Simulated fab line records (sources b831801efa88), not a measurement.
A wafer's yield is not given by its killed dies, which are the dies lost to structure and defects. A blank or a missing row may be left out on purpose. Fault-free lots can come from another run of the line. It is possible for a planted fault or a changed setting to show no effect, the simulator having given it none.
fab line records + flow gf180mcu
[record]
- lots = 14
- wafers = 41
- last-day = 34
route steps=602 shown V5@564 TOP_METAL@583 PASSIVATION@590
lots untouched by any fault: they come from a run of this same line in which no faults occurred
start-h: the number of hours between the record's first day and the start of the first shown wafer of the lot + wait-h: hours since the lot's step before + " unchanged from the row above + L1.1+2: a single row standing in for several wafers + - value missing, or start not given + * or withheld: withheld + < > ~ a bound
route shown NAME@n: names a module that has steps shown in the file, with the first one's number in the route + usual: average and standard deviation across the fault-free wafers + same: alike in all rows + chamber/n: place in a boat + sites: per-site readings + _std_site: how widely they spread, as a standard deviation + _edge_site: inner sites' mean taken away from outer sites' mean + radius-mm: how far each site lies from the wafer's centre + mask NAME#n: copy n + behind: the last tool/chamber to shape the wafer + hold: why the lot was held/for how many hours/how that ended + device: names the non-switching transistor (n, p or np) + end of line: the same wafers' tests at the end of the route + for a step that has no rows: nothing shown but its recipe + killed: dies that structure and defects cost at the first sort, which is not the same as the wafer's yield + map: per-die view of a wafer (x killed, . not killed, _ where there is no die)
set.NAME: the setting the step ran with; set.NAME@STEP: the setting that earlier step ran with + model.NAME: the simulator's own value behind a step, which no gauge read
one table for each step of the route and one row for each wafer, over a sample of lots
services: a tool's chamber out of use, with start hour (start-h, from the record's first day; less than 0 if before it), hours out, and reason
[[steps]]
[step GF_V5_RS_MEAS_24]
[recipe]
- thk-meas-gauge = four-point-probe
- reads = W_of_V5_CVD_23+TiN_of_V5_SPUTTER_22+Ti_of_V5_SPUTTER_21
[usual]
- V5_W_RS = 0.326/0.0045
| lot.wafer | tool          | chamber | start-h | wait-h | V5_W_RS[ohm/sq] |
|-----------|---------------|---------|---------|--------|-----------------|
| L176.2    | film-metro-01 | -       | 634.20  | 0.1    | 0.329           |
| L176.3    | "             | -       | "       | "      | 0.330           |
| L176.4    | "             | -       | "       | "      | 0.330           |
| L177.1    | film-metro-02 | -       | 641.98  | 0.1    | 0.331           |
| L177.4    | "             | -       | "       | "      | 0.327           |
| L177.5    | "             | -       | "       | "      | 0.325           |
| L178.2    | film-metro-03 | -       | 647.38  | 0.1    | 0.327           |
| L178.5    | "             | -       | "       | "      | 0.330           |
| L178.6    | "             | -       | "       | "      | 0.329           |
| L180.2    | film-metro-03 | -       | 671.57  | 0.1    | 0.321           |
| L180.3    | "             | -       | "       | "      | 0.326           |
| L180.4    | "             | -       | "       | "      | 0.327           |
| L181.2    | film-metro-01 | -       | 679.22  | 0.1    | 0.328           |
| L181.3    | "             | -       | "       | "      | 0.334           |
| L181.4    | "             | -       | "       | "      | 0.330           |
| L184.1    | film-metro-02 | -       | 696.21  | 0.1    | 0.324           |
| L184.2    | "             | -       | "       | "      | 0.325           |
| L184.6    | "             | -       | "       | "      | 0.324           |
| L186.2    | film-metro-01 | -       | 714.11  | 0.1    | 0.321           |
| L186.3    | "             | -       | "       | "      | 0.321           |
| L186.6    | "             | -       | "       | "      | 0.323           |
| L187.2    | film-metro-01 | -       | 718.08  | 0.2    | 0.322           |
| L187.5    | "             | -       | "       | "      | 0.323           |
| L187.6    | "             | -       | "       | "      | 0.322           |
| L188.2    | film-metro-03 | -       | 723.45  | 0.2    | 0.325           |
| L188.5    | "             | -       | "       | "      | 0.326           |
| L188.6    | "             | -       | "       | "      | 0.327           |
| L190.2    | film-metro-02 | -       | 739.38  | 0.1    | 0.333           |
| L190.4    | "             | -       | "       | "      | 0.335           |
| L190.6    | "             | -       | "       | "      | 0.333           |
| L192.1    | film-metro-03 | -       | 743.91  | 0.1    | 0.320           |
| L192.4    | "             | -       | "       | "      | 0.324           |
| L192.5    | "             | -       | "       | "      | 0.319           |
| L194.1    | film-metro-02 | -       | 761.61  | 0.1    | 0.324           |
| L194.2    | "             | -       | "       | "      | 0.321           |
| L194.6    | "             | -       | "       | "      | 0.323           |
| L195.2    | film-metro-01 | -       | 764.59  | 0.1    | 0.327           |
| L195.4    | "             | -       | "       | "      | 0.317           |
| L197.1    | film-metro-01 | -       | 779.53  | 0.1    | 0.335           |
| L197.3    | "             | -       | "       | "      | 0.332           |
| L197.4    | "             | -       | "       | "      | 0.331           |
[step GF_TOP_METAL_METAL_ETCH_16]
[recipe]
- chemistry = Cl2/BCl3
- mask-material = NOVOLAK
- target-depth-nm = 1197
- stop-on = SiO2
- pressure-mtorr = 8
- icp-w = 800
- bias-w = 140
- Cl2_flow_sccm = 80
- bcl3-flow-sccm = 40
- time-s = 199.5
[usual]
- bias-w = 140.0/0.45
- drypump-motor-current-A = 5.5/0.58
- oes-product-au = 0.990/0.0049
- throttle-valve-pct = 28.230/0.0096
| lot.wafer | tool         | chamber | start-h | wait-h | bias-w | drypump-motor-current-A | oes-product-au | rf-hours-counter-h | throttle-valve-pct |
|-----------|--------------|---------|---------|--------|--------|-------------------------|----------------|--------------------|--------------------|
| L176.2    | rie-metal-02 | 1       | 655.05  | 0.0    | 140.4  | 6.0                     | 0.992          | 11                 | 28.220             |
| L176.3    | "            | 1       | "       | "      | 140.2  | 6.0                     | 0.997          | -                  | 28.221             |
| L176.4    | "            | 0       | "       | "      | 139.8  | 4.8                     | 0.988          | -                  | 28.231             |
| L177.1    | rie-metal-03 | 0       | 662.80  | 0.0    | 139.7  | 6.2                     | 0.986          | 7                  | 28.211             |
| L177.4    | "            | 0       | "       | "      | 140.2  | 6.2                     | 0.998          | -                  | 28.210             |
| L177.5    | "            | 0       | "       | "      | 139.4  | 6.2                     | 0.990          | -                  | 28.218             |
| L178.2    | rie-metal-02 | 0       | 667.19  | 0.0    | 139.4  | 4.8                     | 0.993          | 7                  | 28.225             |
| L178.5    | "            | 0       | "       | "      | 139.8  | 4.8                     | 1.000          | -                  | 28.224             |
| L178.6    | "            | 1       | "       | "      | 139.1  | 6.0                     | 0.997          | -                  | 28.216             |
| L180.2    | rie-metal-02 | 1       | 691.05  | 0.0    | 139.9  | 6.0                     | 0.988          | 12                 | 28.232             |
| L180.3    | "            | 0       | "       | "      | 140.1  | 4.8                     | 0.990          | -                  | 28.237             |
| L180.4    | "            | 1       | "       | "      | 139.6  | 6.0                     | 0.987          | -                  | 28.239             |
| L181.2    | rie-metal-02 | 1       | 698.55  | 0.0    | 139.4  | 6.0                     | 0.990          | 12                 | 28.222             |
| L181.3    | "            | 0       | "       | "      | 140.9  | 4.8                     | 0.988          | -                  | 28.229             |
| L181.4    | "            | 1       | "       | "      | 139.6  | 5.9                     | 0.985          | -                  | 28.236             |
| L184.1    | rie-metal-03 | 1       | 715.00  | 0.0    | 140.0  | 6.2                     | 0.991          | 16                 | 28.241             |
| L184.2    | "            | 0       | "       | "      | 140.7  | 6.1                     | 1.000          | 9                  | 28.240             |
| L184.6    | "            | 1       | "       | "      | 139.6  | 6.2                     | 0.989          | -                  | 28.230             |
| L186.2    | rie-metal-03 | 0       | 731.89  | 0.0    | 140.1  | 6.1                     | 0.993          | 9                  | 28.225             |
| L186.3    | "            | 1       | "       | "      | 139.7  | 6.2                     | 0.990          | -                  | 28.228             |
| L186.6    | "            | 0       | "       | "      | 140.0  | 6.1                     | 0.997          | -                  | 28.237             |
| L187.2    | rie-metal-03 | 1       | 736.09  | 0.0    | 140.4  | 6.2                     | 0.990          | 17                 | 28.231             |
| L187.5    | "            | 0       | "       | "      | 140.2  | 6.2                     | 0.987          | -                  | 28.217             |
| L187.6    | "            | 1       | "       | "      | 140.2  | 6.2                     | 0.985          | -                  | 28.224             |
| L188.2    | rie-metal-02 | 1       | 741.54  | 0.0    | 139.8  | 6.0                     | 0.984          | 1                  | 28.231             |
| L188.5    | "            | 0       | "       | "      | 140.1  | 4.8                     | 0.989          | -                  | 28.249             |
| L188.6    | "            | 1       | "       | "      | 139.8  | 5.9                     | 0.986          | -                  | 28.238             |
| L190.2    | rie-metal-02 | 0       | 756.39  | 0.0    | 140.2  | 4.8                     | 0.985          | 11                 | 28.229             |
| L190.4    | "            | 1       | "       | "      | 140.3  | 6.0                     | 0.996          | -                  | 28.218             |
| L190.6    | "            | 0       | "       | "      | 139.4  | 4.8                     | 0.992          | -                  | 28.228             |
| L192.1    | rie-metal-02 | 1       | 761.35  | 0.0    | 140.0  | 6.0                     | 0.992          | 2                  | 28.239             |
| L192.4    | "            | 1       | "       | "      | 140.1  | 5.9                     | 0.985          | -                  | 28.245             |
| L192.5    | "            | 1       | "       | "      | 140.3  | 6.0                     | 0.989          | -                  | 28.236             |
| L194.1    | rie-metal-03 | 0       | 778.19  | 0.0    | 140.6  | 6.1                     | 0.999          | 13                 | 28.230             |
| L194.2    | "            | 1       | "       | "      | 139.7  | 6.2                     | 0.981          | 1                  | 28.235             |
| L194.6    | "            | 1       | "       | "      | 139.7  | 6.2                     | 0.981          | -                  | 28.239             |
| L195.2    | rie-metal-02 | 0       | 780.94  | 0.0    | 139.8  | 4.8                     | 0.987          | 13                 | 28.236             |
| L195.4    | "            | 0       | "       | "      | 140.0  | 4.7                     | 0.985          | -                  | 28.233             |
| L197.1    | rie-metal-02 | 0       | 795.59  | 0.0    | 140.0  | 4.8                     | 0.996          | 14                 | 28.248             |
| L197.3    | "            | 0       | "       | "      | 139.6  | 4.8                     | 0.997          | -                  | 28.234             |
| L197.4    | "            | 1       | "       | "      | 140.4  | 6.0                     | 0.995          | -                  | 28.229             |
[step GF_PASSIVATION_THK_MEAS_03]
[recipe]
- reads = Si3N4_of_PASSIVATION_CVD_02
[usual]
- PASSIVATION_CVD_02_THK = 701/9.3
| lot.wafer | tool          | chamber | start-h | wait-h | PASSIVATION_CVD_02_THK[nm] |
|-----------|---------------|---------|---------|--------|----------------------------|
| L176.2    | film-metro-03 | -       | 656.32  | 0.2    | 694                        |
| L176.3    | "             | -       | "       | "      | 683                        |
| L176.4    | "             | -       | "       | "      | 701                        |
| L177.1    | film-metro-03 | -       | 663.95  | 0.1    | 693                        |
| L177.4    | "             | -       | "       | "      | 698                        |
| L177.5    | "             | -       | "       | "      | 699                        |
| L178.2    | film-metro-02 | -       | 668.41  | 0.2    | 696                        |
| L178.5    | "             | -       | "       | "      | 702                        |
| L178.6    | "             | -       | "       | "      | 697                        |
| L180.2    | film-metro-03 | -       | 692.24  | 0.2    | 692                        |
| L180.3    | "             | -       | "       | "      | 690                        |
| L180.4    | "             | -       | "       | "      | 700                        |
| L181.2    | film-metro-04 | -       | 699.73  | 0.2    | 676                        |
| L181.3    | "             | -       | "       | "      | 687                        |
| L181.4    | "             | -       | "       | "      | 694                        |
| L184.1    | film-metro-02 | -       | 716.15  | 0.1    | 696                        |
| L184.2    | "             | -       | "       | "      | 698                        |
| L184.6    | "             | -       | "       | "      | 700                        |
| L186.2    | film-metro-04 | -       | 733.05  | 0.2    | 695                        |
| L186.3    | "             | -       | "       | "      | 697                        |
| L186.6    | "             | -       | "       | "      | 713                        |
| L187.2    | film-metro-02 | -       | 737.46  | 0.2    | 690                        |
| L187.5    | "             | -       | "       | "      | 710                        |
| L187.6    | "             | -       | "       | "      | 700                        |
| L188.2    | film-metro-02 | -       | 742.74  | 0.2    | 695                        |
| L188.5    | "             | -       | "       | "      | 712                        |
| L188.6    | "             | -       | "       | "      | 712                        |
| L190.2    | film-metro-04 | -       | 757.55  | 0.2    | 693                        |
| L190.4    | "             | -       | "       | "      | 713                        |
| L190.6    | "             | -       | "       | "      | 705                        |
| L192.1    | film-metro-04 | -       | 762.84  | 0.1    | 698                        |
| L192.4    | "             | -       | "       | "      | 705                        |
| L192.5    | "             | -       | "       | "      | 706                        |
| L194.1    | film-metro-04 | -       | 779.38  | 0.1    | 689                        |
| L194.2    | "             | -       | "       | "      | 685                        |
| L194.6    | "             | -       | "       | "      | 699                        |
| L195.2    | film-metro-04 | -       | 782.10  | 0.2    | 708                        |
| L195.4    | "             | -       | "       | "      | 723                        |
| L197.1    | film-metro-04 | -       | 796.77  | 0.1    | 692                        |
| L197.3    | "             | -       | "       | "      | 684                        |
| L197.4    | "             | -       | "       | "      | 697                        |
[step GF_PASSIVATION_PEB_09]
[recipe]
- temp-c = 115
- time-s = withheld
[usual]
- chill-plate-temp-C = 23.00/0.11
- exhaust-pa = 44.9/0.84
- heater-power-total-W = 69.34/0.13
| lot.wafer | tool           | chamber | start-h | wait-h | chill-plate-temp-C | exhaust-pa | heater-power-total-W |
|-----------|----------------|---------|---------|--------|--------------------|------------|----------------------|
| L176.2    | litho-track-02 | 0       | 674     | -      | 22.97              | 45.8       | 69.43                |
| L176.3    | "              | 0       | "       | "      | 23.06              | 44.9       | 69.28                |
| L176.4    | "              | 0       | "       | "      | 23.05              | 45.1       | 69.16                |
| L177.1    | litho-track-04 | 0       | 682     | -      | 22.86              | 45.1       | 69.46                |
| L177.4    | "              | 0       | "       | "      | 23.00              | 46.3       | 69.29                |
| L177.5    | "              | 0       | "       | "      | 23.19              | 44.6       | 69.48                |
| L178.2    | litho-track-02 | 0       | 686     | -      | 22.97              | 44.9       | 69.33                |
| L178.5    | "              | 0       | "       | "      | 22.97              | 45.4       | 69.23                |
| L178.6    | "              | 0       | "       | "      | 22.92              | 45.5       | 69.54                |
| L180.2    | litho-track-02 | 0       | 709     | -      | 22.92              | 44.9       | 69.46                |
| L180.3    | "              | 0       | "       | "      | 23.05              | 44.1       | 69.28                |
| L180.4    | "              | 0       | "       | "      | 23.10              | 45.8       | 69.31                |
| L181.2    | litho-track-01 | 0       | 717     | -      | 22.93              | 45.2       | 69.32                |
| L181.3    | "              | 0       | "       | "      | 22.95              | 42.9       | 69.57                |
| L181.4    | "              | 0       | "       | "      | 23.01              | 43.8       | 69.29                |
| L184.1    | litho-track-01 | 0       | 733     | -      | 22.93              | 43.7       | 69.38                |
| L184.2    | "              | 0       | "       | "      | 22.90              | 44.3       | 69.48                |
| L184.6    | "              | 0       | "       | "      | 22.72              | 44.1       | 69.20                |
| L186.2    | litho-track-02 | 0       | 748     | -      | 23.14              | 46.2       | 69.48                |
| L186.3    | "              | 0       | "       | "      | 23.12              | 46.3       | 69.29                |
| L186.6    | "              | 0       | 749     | -      | 23.15              | 45.1       | 69.20                |
| L187.2    | litho-track-02 | 0       | 754     | -      | 22.93              | 44.7       | 69.41                |
| L187.5    | "              | 0       | "       | "      | 22.97              | 44.8       | 69.47                |
| L187.6    | "              | 0       | "       | "      | 22.99              | 44.6       | 69.07                |
| L188.2    | litho-track-01 | 0       | 758     | -      | 23.12              | 45.7       | 69.46                |
| L188.5    | "              | 0       | 759     | -      | 22.94              | 45.3       | 69.45                |
| L188.6    | "              | 0       | "       | "      | 22.88              | 45.9       | 69.33                |
| L190.2    | litho-track-02 | 0       | 773     | -      | 22.70              | 45.5       | 69.09                |
| L190.4    | "              | 0       | "       | "      | 22.78              | 44.4       | 69.29                |
| L190.6    | "              | 0       | "       | "      | 22.87              | 45.0       | 69.40                |
| L192.1    | litho-track-01 | 0       | 778     | -      | 23.20              | 42.3       | 69.49                |
| L192.4    | "              | 0       | "       | "      | 23.06              | 43.2       | 69.48                |
| L192.5    | "              | 0       | "       | "      | 23.11              | 44.3       | 69.22                |
| L194.1    | litho-track-02 | -       | 793     | -      | -                  | -          | -                    |
| L194.2    | "              | -       | "       | "      | -                  | -          | -                    |
| L194.6    | "              | -       | "       | "      | -                  | -          | -                    |
| L195.2    | litho-track-01 | -       | 796     | -      | -                  | -          | -                    |
| L195.4    | "              | -       | "       | "      | -                  | -          | -                    |
| L197.1    | litho-track-01 | 0       | 810     | -      | 23.09              | 45.5       | 69.23                |
| L197.3    | "              | 0       | 811     | -      | 23.17              | 45.6       | 69.39                |
| L197.4    | "              | 0       | "       | "      | 22.99              | 45.2       | 69.09                |
[[services]]
| tool         | chamber | start-h | hours | kind           |
|--------------|---------|---------|-------|----------------|
| rie-metal-03 | -       | 641.76  | 0.7   | repair         |
| rie-metal-03 | 1       | 660.60  | 1.8   | repair         |
| rie-metal-02 | 1       | 700.70  | -     | clean          |
| rie-metal-02 | 1       | 700.70  | 18.9  | scheduled-down |
| rie-metal-02 | 1       | 700.70  | 18.9  | vent-cycle     |
| rie-metal-03 | 1       | 740.18  | -     | clean          |
| rie-metal-03 | 1       | 740.18  | 16.1  | scheduled-down |
| rie-metal-03 | 1       | 740.18  | 16.1  | vent-cycle     |
| rie-metal-03 | -       | 763.84  | 0.6   | repair         |
| rie-metal-03 | -       | 782.07  | 14.6  | pm             |
[[key]]
[first-sign]
- step = GF_PASSIVATION_PEB_09
- reading = tool-record
- direction = missing
effect none on later readings
met-at GF_PASSIVATION_PEB_09
struck-lots L194,L195
sort-left-out L194.1,L194.2,L194.6,L195.2,L195.4
not-acting-at GF_V5_RS_MEAS_24,GF_TOP_METAL_METAL_ETCH_16,GF_PASSIVATION_THK_MEAS_03
onset-between 778 793
[fault]
- kind = skipped-step-whole
- tool = litho-track-01,litho-track-02
- chamber = -
- onset-h = 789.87
- steps = GF_PASSIVATION_PEB_09
- scope = struck-lots-only
// sort-left-out: the simulated sort isn't trusted on such a fault, so these wafers' sort isn't shown, and their yield isn't known
